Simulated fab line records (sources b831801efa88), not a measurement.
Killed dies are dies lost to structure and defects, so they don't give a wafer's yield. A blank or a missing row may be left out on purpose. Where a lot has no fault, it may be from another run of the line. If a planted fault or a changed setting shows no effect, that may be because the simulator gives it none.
The tool behind it: which one? -- flow sky130 -- 11 lots, 33 wafers sampled, at 6 steps of a route of 708

== WHAT EACH GAUGE READ, for each wafer ==
SKY_NWELL_TW_MEAS_15.
lot,measured,on,NWELL_TW
L163,day 4 18:41,film metro-01,1807 1814 1812
L164,day 5 00:14,film metro-02,1823 1826 1829
L166,day 5 08:03,film metro-03,1712 1704 1710
L169,day 6 01:29,film metro-02,1684 1681 1686
L175,day 7 11:28,film metro-03,1847 1843 1857
L176,day 7 19:29,film metro-02,1833 1831 1826
L178,day 8 04:47,film metro-03,1840 1837 1848
L182,day 9 03:02,film metro-02,1813 1820 1813
L184,day 9 17:14,film metro-02,1828 1816 1815
L185,day 9 23:36,film metro-03,1849 1847 1847
L186,day 10 02:25,film metro-01,1813 1825 1823

SKY_NWELL_OVL_MEAS_23.
lot,measured,on,NWELL_01_OVL (nm)
L163,day 5 11:34,overlay-01,-0.3 0.8 0.4
L164,day 5 17:56,overlay-01,0.8 0.2 1.6
L166,day 6 01:34,overlay-02,0.0 -0.4 0.1
L169,day 6 20:47,overlay-02,2.0 2.6 3.2
L175,day 8 07:39,overlay-02,2.2 0.6 0.1
L176,day 8 16:14,overlay-02,0.8 -0.5 -0.1
L178,day 9 01:45,overlay-02,1.2 0.1 1.8
L182,day 10 00:09,overlay-02,0.3 -0.2 -1.3
L184,day 10 13:36,overlay-01,1.8 2.0 1.3
L185,day 10 20:30,overlay-01,-1.3 0.5 0.7
L186,day 10 22:44,overlay-01,0.8 1.0 -0.2

SKY_NWELL_RS_MEAS_29: measures by four-point-probe.
lot,measured,on,NWELL_RS (ohm/sq)
L163,day 5 12:05,film metro-02,627.3 627.5 626.4
L164,day 5 18:27,film metro-02,626.3 626.5 626.5
L166,day 6 02:04,film metro-01,719.2 717.3 717.4
L169,day 6 21:17,film metro-03,715.9 715.7 714.0
L175,day 8 08:09,film metro-02,624.7 623.2 623.1
L176,day 8 16:44,film metro-02,627.1 626.6 627.4
L178,day 9 02:14,film metro-03,624.3 624.3 624.1
L182,day 10 00:39,film metro-02,626.2 625.8 627.7
L184,day 10 15:32,film metro-01,624.0 622.7 624.4
L185,day 10 21:01,film metro-01,627.3 624.9 625.4
L186,day 10 23:14,film metro-02,624.4 626.1 624.1

== TOOL THAT RAN EACH LOT (tool first, then ch and the chambers of the sampled wafers, then the start) ==
lot,SKY_PWDE_STRIP_09,SKY_NWELL_IMPLANT_11,SKY_NWELL_RTA_28
L163,"plasma asher-04 ch 0,1, day 4 01:10","implanter-02 ch 0, day 4 18:10","rtp anneal-02 ch 0, day 5 11:59"
L164,"plasma asher-02 ch 0,1, day 4 07:02","implanter-02 ch 0, day 4 23:41","rtp anneal-02 ch 0, day 5 18:21"
L166,"plasma asher-01 ch 0,1, day 4 13:41","implanter-02 ch 0, day 5 07:31","rtp anneal-02 ch 0, day 6 01:58"
L169,"plasma asher-01 ch 1, day 5 07:02","implanter-02 ch 0, day 6 00:56","rtp anneal-02 ch 0, day 6 21:11"
L175,"plasma asher-01 ch 0,1, day 6 15:05","implanter-03 ch 0, day 7 10:55","rtp anneal-02 ch 0, day 8 08:03"
L176,"plasma asher-01 ch 0,1, day 6 22:56","implanter-04 ch 0, day 7 18:56","rtp anneal-01 ch 0, day 8 16:38"
L178,"plasma asher-04 ch 0,1, day 7 07:53","implanter-04 ch 0, day 8 04:14","rtp anneal-01 ch 0, day 9 02:08"
L182,"plasma asher-04 ch 0,1, day 8 05:26","implanter-04 ch 0, day 9 02:29","rtp anneal-01 ch 0, day 10 00:33"
L184,"plasma asher-04 ch 0,1, day 8 18:44","implanter-04 ch 0, day 9 16:41","rtp anneal-02 ch 0, day 10 15:26"
L185,"plasma asher-04 ch 0, day 9 02:17","implanter-03 ch 0, day 9 23:04","rtp anneal-01 ch 0, day 10 20:55"
L186,"plasma asher-04 ch 0,1, day 9 04:41","implanter-03 ch 0, day 10 01:52","rtp anneal-02 ch 0, day 10 23:08"
- SKY_PWDE_STRIP_09: strips in O2/N2.
- SKY_NWELL_IMPLANT_11
- SKY_NWELL_RTA_28: time 30 s.

== WHAT THE TOOLS THEMSELVES READ (means of the sampled wafers that have a number; where no wafer has one, the mark that the record gives instead) ==
SKY_PWDE_STRIP_09.
lot,tool,drypump motor current A (A),oes product au (a.u.),strip time to endpoint s (s)
L163,plasma asher-04,5.76,0.722,37.02
L164,plasma asher-02,6.14,0.719,36.87
L166,plasma asher-01,5.98,0.725,36.68
L169,plasma asher-01,5.92,0.727,36.94
L175,plasma asher-01,6.06,0.720,36.84
L176,plasma asher-01,5.98,0.722,36.91
L178,plasma asher-04,5.75,0.720,36.86
L182,plasma asher-04,5.76,0.722,36.91
L184,plasma asher-04,5.73,0.720,36.97
L185,plasma asher-04,5.74,0.724,36.68
L186,plasma asher-04,5.76,0.719,36.84

SKY_NWELL_IMPLANT_11.
lot,tool,beam on s (s),faraday current uA
L163,implanter-02,9.95,107.5
L164,implanter-02,9.98,107.3
L166,implanter-02,7.75,138.2
L169,implanter-02,7.81,137.3
L175,implanter-03,9.99,107.3
L176,implanter-04,10.13,105.8
L178,implanter-04,10.02,106.8
L182,implanter-04,9.96,107.5
L184,implanter-04,9.76,109.9
L185,implanter-03,10.19,105.3
L186,implanter-03,9.90,107.8

SKY_NWELL_RTA_28.
lot,tool,chamber o2 ppm,lamp power pct (%),wafer_temp_C_max
L163,rtp anneal-02,2.003,25.31,1054.7
L164,rtp anneal-02,2.002,25.30,1054.0
L166,rtp anneal-02,1.977,25.27,1055.2
L169,rtp anneal-02,1.994,25.28,1056.9
L175,rtp anneal-02,1.995,25.31,1054.6
L176,rtp anneal-01,1.968,25.31,1054.4
L178,rtp anneal-01,1.986,25.24,1054.3
L182,rtp anneal-01,1.998,25.27,1054.6
L184,rtp anneal-02,1.982,25.30,1055.4
L185,rtp anneal-01,2.014,25.29,1054.3
L186,rtp anneal-02,1.959,25.30,1055.8

== THE ANSWER, worked out from the rows above alone ==
Rule: the lots themselves supply what counts as usual. The widest of any qualifying gaps counts: lots, ordered by their means at a reading, are off when they make up no more than a third of the lots, leave a main group of 4 or more, and stand apart from it by 3 or more times the standard deviation of that group's means. Not used: any main group whose means are identical at the precision the tables above print for the reading. Also off: a lot with no number at a reading for which 4 or more lots have one. Where the step has rows for the other lots, those lots are counted as sound. The gauges are gone through in route order, then the tools' own readings, and for those a lot's mean is taken as printed above. The first step at which some lot is off is used, and at that step the reading that is off furthest; a lot without a number counts as furthest.
Off: L166, L169, at SKY_NWELL_TW_MEAS_15 (NWELL_TW). The main group: mean 1829, standard deviation 13.
A tool fits if, at a process step before that reading, it ran every lot that is off, and no sound lot after the first of them. Not tried: the gauges at SKY_NWELL_TW_MEAS_15; whatever is off there is also off at SKY_NWELL_IMPLANT_11, on other tools, and gauge error can't account for it. One candidate fits, namely implanter-02 at SKY_NWELL_IMPLANT_11. Its last sound lot is L164 (day 4 23:41), its first lot that is off L166 (day 5 07:31): a fault that began between those two fits.
The tool's own readings at SKY_NWELL_IMPLANT_11 bear it out: on the lots that are off they differ by more than 5 times the standard deviation of the sound lots' means. beam on s reads 7.78 s there against 9.99 s on the sound lots; faraday current uA reads 137.8 there against 107.2 on the sound lots.

== WHAT THE SIMULATOR HAD PUT IN ==
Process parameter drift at SKY_NWELL_IMPLANT_11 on implanter-02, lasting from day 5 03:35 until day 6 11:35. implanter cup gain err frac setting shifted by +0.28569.
Lots struck among those shown: L166, L169. The rule above found the same.
